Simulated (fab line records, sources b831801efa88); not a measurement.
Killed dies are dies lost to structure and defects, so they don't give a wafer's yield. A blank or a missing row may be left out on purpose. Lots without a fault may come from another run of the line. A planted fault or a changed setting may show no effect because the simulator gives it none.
Tool commonality check | flow sky130 | 12 lots, 36 wafers sampled

WHY IT WAS OPENED
At SKY_VT_ADJUST_HVTP_OVL_MEAS_08 the reading VT_ADJUST_HVTP_OVL is flagged on 4 of 12 lots. Wafers without a fault read 0.4 nm, standard deviation 1.2.
Rule: a lot is flagged when every wafer of it that has a number lies more than 4 standard deviations from that mean, or none has a number. The other lots count as sound.

lot  | measured     | on         | VT_ADJUST_HVTP_OVL (nm), wafer by wafer | flag
L874 | day 6 21:01  | overlay-02 | 2.0 1.5 0.6                             |
L873 | day 6 21:40  | overlay-01 | 0.5 0.2 -0.8                            |
L875 | day 7 02:27  | overlay-02 | 0.3 0.5 2.4                             |
L876 | day 7 11:15  | overlay-01 | 2.7 0.8 1.5                             |
L877 | day 7 18:49  | overlay-01 | -1.4 -1.2 -0.1                          |
L878 | day 7 22:06  | overlay-02 | 164.0 162.7 162.1                       | FLAGGED
L879 | day 8 04:03  | overlay-01 | 163.4 163.5 165.2                       | FLAGGED
L880 | day 8 10:54  | overlay-01 | 161.7 163.1 162.3                       | FLAGGED
L884 | day 9 10:19  | overlay-02 | 164.2 163.1 163.5                       | FLAGGED
L889 | day 10 19:10 | overlay-01 | -0.3 0.2 -0.2                           |
L892 | day 12 09:48 | overlay-01 | 2.9 0.7 2.7                             |
L893 | day 12 10:06 | overlay-01 | 0.5 -1.2 0.4                            |
The numbers of the flagged lots are 163.2 nm on average: +162.8 nm against the usual, or +99 or more standard deviations.

WHICH TOOL RAN EACH LOT
The record holds 1 process step before the reading, out of a route of 708 steps. In each cell: the tool, then ch and the chambers that the sampled wafers went through, then the start.
lot  | flag    | SKY_VT_ADJUST_HVTP_EXPOSE_04
L874 |         | iline_stepper-01 ch 0, day 6 11:10
L873 |         | iline_stepper-01 ch 0, day 6 11:53
L875 |         | iline_stepper-02 ch 0, day 6 16:47
L876 |         | iline_stepper-02 ch 0, day 7 02:44
L877 |         | iline_stepper-02 ch 0, day 7 09:28
L878 | FLAGGED | iline_stepper-02 ch 0, day 7 12:23
L879 | FLAGGED | iline_stepper-02 ch 0, day 7 18:56
L880 | FLAGGED | iline_stepper-02 ch 0, day 8 01:50
L884 | FLAGGED | iline_stepper-02 ch 0, day 8 23:45
L889 |         | iline_stepper-01 ch 0, day 10 08:52
L892 |         | iline_stepper-01 ch 0, day 11 22:07
L893 |         | iline_stepper-01 ch 0, day 11 22:57
What these steps do:
- SKY_VT_ADJUST_HVTP_EXPOSE_04: exposes mask HVTPM, target cd 380 nm.
- SKY_VT_ADJUST_HVTP_OVL_MEAS_08

FLAGGED OVER TOTAL, TOOL BY TOOL (the gauges that took the reading come last)
step                           | tool             | lots run | flagged | share of the flagged lots | sound lots run after its first flagged lot
SKY_VT_ADJUST_HVTP_EXPOSE_04   | iline_stepper-01 | 5        | 0       | none                      | -
SKY_VT_ADJUST_HVTP_EXPOSE_04   | iline_stepper-02 | 7        | 4       | all                       | 0
SKY_VT_ADJUST_HVTP_OVL_MEAS_08 | overlay-01       | 8        | 2       | some                      | 3 (L889,L892,L893)
SKY_VT_ADJUST_HVTP_OVL_MEAS_08 | overlay-02       | 4        | 2       | some                      | 0

WHAT THE TABLE ALLOWS
1 row of the table ran every flagged lot: iline_stepper-02 at SKY_VT_ADJUST_HVTP_EXPOSE_04.
- iline_stepper-02 at SKY_VT_ADJUST_HVTP_EXPOSE_04: 4 of its 7 lots flagged. Its last sound lot is L877 (day 7 09:28), its first flagged lot L878 (day 7 12:23): a fault that began between those two fits.
One tool is left: iline_stepper-02 at SKY_VT_ADJUST_HVTP_EXPOSE_04.

WHAT THE SIMULATOR HAD PUT IN
Scanner matching overlay: iline_stepper-02, from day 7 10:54 on, at SKY_VT_ADJUST_HVTP_EXPOSE_04. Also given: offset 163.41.
Lots struck among those shown: L878, L879, L880, L884. The rule above found the same.
